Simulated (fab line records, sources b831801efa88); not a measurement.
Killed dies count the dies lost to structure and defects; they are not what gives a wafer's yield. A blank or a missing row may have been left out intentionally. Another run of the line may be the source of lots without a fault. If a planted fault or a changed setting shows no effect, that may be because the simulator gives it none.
A single fault, viewed from 2 desks / flow gf180mcu / only its own numbers are on each desk; what lay behind them is given at the end

== FROM THE METROLOGY DESK ==
What the gauges read for every lot (on any tool): the sampled wafers with a number, averaged. The brackets show how far a lot's mean lies from the usual mean; more than 4 standard deviations puts the lot out of limits, marked OUT.
Columns: A = M2_ALCU_RS at GF_M2_RS_MEAS_05, usual 0.0695 ohm/sq; B = M2_ALCU_THK at GF_M2_THK_MEAS_06, usual 441 nm; C = cd_nm at GF_M2_CD_MEAS_14, usual 279.7 nm; D = M2_OVL at GF_M2_OVL_MEAS_15, usual -6 nm
lot=L454; first seen here=day 19 07:37; A=0.0681; B=457; C=281.2; D=-11
lot=L455; first seen here=day 20 00:02; A=0.0707; B=437; C=277.6; D=-4
lot=L456; first seen here=day 20 06:50; A=0.0703; B=439; C=281.0; D=2
lot=L462; first seen here=day 22 16:03; A=0.0687; B=450; C=280.0; D=-9
lot=L464; first seen here=day 22 23:43; A=0.0704; B=440; C=277.9; D=-7
lot=L466; first seen here=day 23 20:55; A=0.0686; B=447; C=279.6; D=4
This desk's finding: nothing out of limits on any of the 6 lots.

== DESK OF THE TOOL OWNER: plasma_asher-03 ==
The tool's own readings at GF_M2_STRIP_17 (strips in O2/N2): means of the sampled wafers that have a number, for each lot that ran on this tool. The brackets show how far a lot's mean lies from the usual mean; more than 4 standard deviations puts the lot out of limits, marked OUT.
Columns: A = chamber_pressure_mTorr at GF_M2_STRIP_17, usual 1499.8 mTorr; B = drypump_motor_current_A at GF_M2_STRIP_17, usual 6.0 A; C = heater_power_w at GF_M2_STRIP_17, usual 341 W; D = oes_product_au at GF_M2_STRIP_17, usual 0.535 a.u.; E = strip_time_to_endpoint_s at GF_M2_STRIP_17, usual 7.33 s
lot=L462; first seen here=day 23 15:03; A=1500.3; B=6.0; C=342; D=0.531; E=7.28
This desk's finding: nothing out of limits on the one lot.

== TAKEN TOGETHER ==
Nothing out of limits was seen by the metrology desk.
The desk of the tool owner found nothing out of limits.

== WHAT WAS PUT IN BY THE SIMULATOR ==
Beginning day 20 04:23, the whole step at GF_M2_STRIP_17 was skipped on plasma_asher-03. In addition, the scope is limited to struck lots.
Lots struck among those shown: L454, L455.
